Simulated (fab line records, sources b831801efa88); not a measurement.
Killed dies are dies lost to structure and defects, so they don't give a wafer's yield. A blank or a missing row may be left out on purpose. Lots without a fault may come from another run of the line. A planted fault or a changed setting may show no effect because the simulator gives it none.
Split-lot experiment | flow sfq_line | 5 lots, 23 wafers read, on a route of 325 steps

THE SPLIT
At SFQ_TRILAYER_I6_VIA_LITHO_COAT_169 (resist thk 650 nm), the setting spin_rpm was moved away from the recipe's 3000 rpm on 10 of the 23 wafers read, by -2.1% to +7.4%. The other wafers ran this setting at the recipe's value.

The reading is taken at the split's own step.

THE READING
KrF_of_TRILAYER_I6_VIA_LITHO_COAT_169.thk_nm (the simulator's own value, which no gauge read), in nm, at SFQ_TRILAYER_I6_VIA_LITHO_COAT_169 (resist thk 650 nm). The file gives no usual value for it. The 13 wafers here that ran the recipe average 650.9 nm, standard deviation 2.4 nm.

wafer  | tool, chamber at the split | spin_rpm as run, rpm | against the recipe | KrF_of_TRILAYER_I6_VIA_LITHO_COAT_169.thk_nm, nm | against lot-mates on the recipe
L077.1 | litho_track-03, 0          | 3000                 | recipe             | 650.5                                            | -
L077.3 | litho_track-03, 0          | 3000                 | recipe             | 650.5                                            | -
L077.2 | litho_track-03, 0          | 3000                 | recipe             | 650.4                                            | -
L082.1 | litho_track-02, 0          | 3223                 | +7.4%              | 624.6                                            | -24.6
L082.2 | litho_track-02, 0          | 3000                 | recipe             | 649.3                                            | -
L082.3 | litho_track-02, 0          | 3000                 | recipe             | 649.2                                            | -
L082.5 | litho_track-02, 0          | 3223                 | +7.4%              | 624.8                                            | -24.5
L082.6 | litho_track-02, 0          | 3223                 | +7.4%              | 626.5                                            | -22.8
L083.1 | litho_track-01, 0          | 2936                 | -2.1%              | 656.9                                            | +8.6
L083.2 | litho_track-01, 0          | 2936                 | -2.1%              | 657                                              | +8.7
L083.4 | litho_track-01, 0          | 3000                 | recipe             | 647.6                                            | -
L083.5 | litho_track-01, 0          | 3000                 | recipe             | 649                                              | -
L083.6 | litho_track-01, 0          | 3000                 | recipe             | 648.2                                            | -
L084.1 | litho_track-01, 0          | 3173                 | +5.8%              | 631                                              | -20.3
L084.2 | litho_track-01, 0          | 3000                 | recipe             | 650.4                                            | -
L084.3 | litho_track-01, 0          | 3173                 | +5.8%              | 631.8                                            | -19.5
L084.4 | litho_track-01, 0          | 3173                 | +5.8%              | 632.9                                            | -18.4
L084.5 | litho_track-01, 0          | 3000                 | recipe             | 652.2                                            | -
L085.1 | litho_track-03, 0          | 3000                 | recipe             | 655.8                                            | -
L085.2 | litho_track-03, 0          | 3217                 | +7.2%              | 630.1                                            | -24.7
L085.3 | litho_track-03, 0          | 3000                 | recipe             | 654.3                                            | -
L085.4 | litho_track-03, 0          | 3217                 | +7.2%              | 629.5                                            | -25.3
L085.5 | litho_track-03, 0          | 3000                 | recipe             | 654.4                                            | -

THE FIT
A straight line over all 23 wafers: KrF_of_TRILAYER_I6_VIA_LITHO_COAT_169.thk_nm changes by -3.23 nm for each +1% of spin_rpm; r = -0.98; the points scatter about the line by 2.2 nm.
The same after taking each lot's own level away (the mean of its wafers on the recipe; 23 wafers): -3.38 nm for each +1%; r = -1.00; scatter 0.87 nm.
On that fit, the largest move of spin_rpm shifts the reading by 25 nm.
The lots' own levels span 648.27 to 654.83 nm, that is 2.7 times the standard deviation above.
So the lot-to-lot level changes the slope little: the two slopes agree.
Check: with one of the wafers moved furthest among these (+7.4%) left out of the fit, the line predicts -24.9 nm for it against its lot-mates. It came out at -24.6 nm against them.

OTHER SPLITS ON THESE WAFERS
These wafers also went through other splits before the reading. Each is held against what the fit with the lots' levels taken away leaves over:
other split on the same wafers                        | wafers away from the commonest value | r with KrF_of_TRILAYER_I6_VIA_LITHO_COAT_169.thk_nm (lot level and that fit taken away)
SFQ_TRILAYER_JJ_CE_LITHO_PEB_117 peb_temp_c           | 9                                    | -0.44
SFQ_TRILAYER_M5_BARC_OPEN_METAL_ETCH_161 time_s       | 7                                    | -0.16
SFQ_TRILAYER_R5_LITHO_COAT_141 spin_rpm               | 8                                    | -0.03
SFQ_TRILAYER_I5_LITHO_COAT_149 spin_rpm               | 6                                    | -0.04
SFQ_TRILAYER_I5_BARC_OPEN_VIA_ETCH_200 pressure_mtorr | 18                                   | +0.40
SFQ_TRILAYER_M6_LITHO_COAT_164 spin_rpm               | 6                                    | +0.05

THE FILE'S OWN FIT
KrF_of_TRILAYER_I6_VIA_LITHO_COAT_169.thk_nm changes by -3.37 nm for each +1% of spin_rpm, r = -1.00.
